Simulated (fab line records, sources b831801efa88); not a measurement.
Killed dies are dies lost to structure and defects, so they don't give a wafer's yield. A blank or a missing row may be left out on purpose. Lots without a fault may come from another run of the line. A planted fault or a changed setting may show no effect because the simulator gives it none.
Which tool did it? | flow sky130 | 11 lots, 33 wafers sampled, at 4 steps of a route of 708

WHAT THE GAUGES READ, wafer by wafer
SKY_CAPM_THK_MEAS_04: measures by xrf.
lot  | measured     | on            | CAPM_TIN_THK (nm)
L784 | day 37 22:35 | film_metro-03 | 196 194 195
L785 | day 38 12:39 | film_metro-03 | 200 202 199
L787 | day 38 15:28 | film_metro-02 | 198 195 196
L789 | day 39 09:25 | film_metro-02 | 190 196 195
L790 | day 39 08:02 | film_metro-01 | 196 196 197
L791 | day 39 16:33 | film_metro-01 | 199 198 198
L792 | day 40 06:19 | film_metro-03 | 195 199 199
L796 | day 41 08:28 | film_metro-03 | 202 201 198
L797 | day 41 16:22 | film_metro-01 | 195 195 199
L802 | day 43 02:09 | film_metro-02 | 193 194 194
L804 | day 43 07:28 | film_metro-02 | 194 194 193

WHICH TOOL RAN EACH LOT (tool, then ch and the chambers of the sampled wafers, then the start)
lot  | SKY_GATE_OXIDE_COAT_05            | SKY_GATE_OXIDE_STRIP_13              | SKY_LI_CONTACT_ETCH_14
L784 | litho_track-04 ch 0, day 14 11:44 | plasma_asher-01 ch 0,1, day 15 01:25 | rie_diel-04 ch 1,2,3, day 30 14:36
L785 | litho_track-01 ch 0, day 15 00:32 | plasma_asher-04 ch 0,1, day 15 14:28 | rie_diel-03 ch 1,2,3, day 31 05:18
L787 | litho_track-03 ch 0, day 15 05:46 | plasma_asher-04 ch 0,1, day 15 20:11 | rie_diel-03 ch 0,3, day 31 09:48
L789 | litho_track-01 ch 0, day 15 23:14 | plasma_asher-01 ch 0,1, day 16 13:44 | rie_diel-04 ch 0,2,3, day 32 05:00
L790 | litho_track-03 ch 0, day 15 23:22 | plasma_asher-04 ch 0,1, day 16 14:02 | rie_diel-01 ch 0,3, day 32 04:11
L791 | litho_track-03 ch 0, day 16 11:35 | plasma_asher-02 ch 0,1, day 17 02:46 | rie_diel-04 ch 0,1,3, day 32 13:00
L792 | litho_track-01 ch 0, day 16 20:51 | plasma_asher-01 ch 1, day 17 11:50   | rie_diel-01 ch 1,2,3, day 33 05:51
L796 | litho_track-04 ch 0, day 18 10:05 | plasma_asher-04 ch 0,1, day 19 02:05 | rie_diel-04 ch 0,2,3, day 34 08:59
L797 | litho_track-03 ch 0, day 18 15:10 | plasma_asher-01 ch 0,1, day 19 06:51 | rie_diel-04 ch 0,2,3, day 34 16:06
L802 | litho_track-03 ch 0, day 20 16:13 | plasma_asher-02 ch 0,1, day 21 07:36 | rie_diel-04 ch 0,1,3, day 36 07:45
L804 | litho_track-03 ch 0, day 20 23:38 | plasma_asher-02 ch 0,1, day 21 15:59 | rie_diel-03 ch 1,2, day 36 13:30
- SKY_GATE_OXIDE_COAT_05: resist thk 1140 nm.
- SKY_GATE_OXIDE_STRIP_13: strips in O2/N2.
- SKY_LI_CONTACT_ETCH_14: etches BARC in N2/H2, stops on SiO2, time 45.9 s, target depth 60 nm.

WHAT THE TOOLS THEMSELVES READ (means of the sampled wafers that have a number; where no wafer has one, the mark that the record gives instead)
SKY_GATE_OXIDE_COAT_05.
lot  | tool           | chill_plate_temp_C (C) | spin_speed_rpm (rpm)
L784 | litho_track-04 | 23.02                  | 2998.3
L785 | litho_track-01 | 23.07                  | 2999.8
L787 | litho_track-03 | 22.97                  | 2997.5
L789 | litho_track-01 | 23.13                  | 3002.2
L790 | litho_track-03 | 23.00                  | 3000.4
L791 | litho_track-03 | 22.92                  | 3002.3
L792 | litho_track-01 | 22.99                  | 3001.7
L796 | litho_track-04 | 22.95                  | 3000.1
L797 | litho_track-03 | 23.01                  | 3002.3
L802 | litho_track-03 | 22.94                  | 3003.0
L804 | litho_track-03 | 23.08                  | 3004.9

SKY_GATE_OXIDE_STRIP_13.
lot  | tool            | drypump_motor_current_A (A) | oes_product_au (a.u.) | strip_time_to_endpoint_s (s)
L784 | plasma_asher-01 | 5.3                         | 0.716                 | 14.14
L785 | plasma_asher-04 | 6.2                         | 0.718                 | 14.19
L787 | plasma_asher-04 | 6.2                         | 0.713                 | 14.18
L789 | plasma_asher-01 | 5.3                         | 0.716                 | 14.16
L790 | plasma_asher-04 | 6.2                         | 0.712                 | 14.14
L791 | plasma_asher-02 | 5.3                         | 0.716                 | 14.23
L792 | plasma_asher-01 | 5.9                         | 0.716                 | 14.21
L796 | plasma_asher-04 | 6.3                         | 0.722                 | 14.13
L797 | plasma_asher-01 | 5.6                         | 0.719                 | 14.18
L802 | plasma_asher-02 | 5.4                         | 0.579                 | 9.12
L804 | plasma_asher-02 | 5.4                         | 0.647                 | 11.64

SKY_LI_CONTACT_ETCH_14.
lot  | tool        | drypump_motor_current_A (A) | oes_product_au (a.u.) | throttle_valve_pct (%)
L784 | rie_diel-04 | 5.4                         | 0.855                 | 13.224
L785 | rie_diel-03 | 5.9                         | 0.860                 | 13.232
L787 | rie_diel-03 | 5.8                         | 0.855                 | 13.227
L789 | rie_diel-04 | 5.9                         | 0.853                 | 13.231
L790 | rie_diel-01 | 5.8                         | 0.858                 | 13.224
L791 | rie_diel-04 | 5.6                         | 0.859                 | 13.222
L792 | rie_diel-01 | 6.1                         | 0.850                 | 13.227
L796 | rie_diel-04 | 5.8                         | 0.853                 | 13.223
L797 | rie_diel-04 | 5.8                         | 0.850                 | 13.224
L802 | rie_diel-04 | 5.6                         | 0.848                 | 13.228
L804 | rie_diel-03 | 6.1                         | 0.854                 | 13.215

THE ANSWER, worked out from the rows above alone
Rule: what is usual is taken from the lots themselves. Put in order of their means at a reading, lots are off if they are a third of the lots or fewer, leave a main group of 4 or more, and stand apart from it by a gap of 3 or more times the standard deviation of the main group's means; of several such gaps the widest counts. A main group whose means are all the same, to the digits that the tables above print for the reading, isn't used. A lot without any number at a reading at which 4 lots or more have one is off too. The other lots that the step has rows for count as sound. The gauges are gone through in route order, then the tools' own readings, and for those a lot's mean is taken as printed above. The first step at which some lot is off is used, and at that step the reading that is off furthest; a lot without a number counts as furthest.
Off: L802, L804, at SKY_GATE_OXIDE_STRIP_13 (strip_time_to_endpoint_s). The main group: mean 14.17 s, standard deviation 0.032.
A tool fits if, at that step or a process step before it, it ran every lot that is off, and no sound lot after the first of them. Can't be told from this: 2 tools fit, litho_track-03 at SKY_GATE_OXIDE_COAT_05, plasma_asher-02 at SKY_GATE_OXIDE_STRIP_13.

WHAT THE SIMULATOR HAD PUT IN
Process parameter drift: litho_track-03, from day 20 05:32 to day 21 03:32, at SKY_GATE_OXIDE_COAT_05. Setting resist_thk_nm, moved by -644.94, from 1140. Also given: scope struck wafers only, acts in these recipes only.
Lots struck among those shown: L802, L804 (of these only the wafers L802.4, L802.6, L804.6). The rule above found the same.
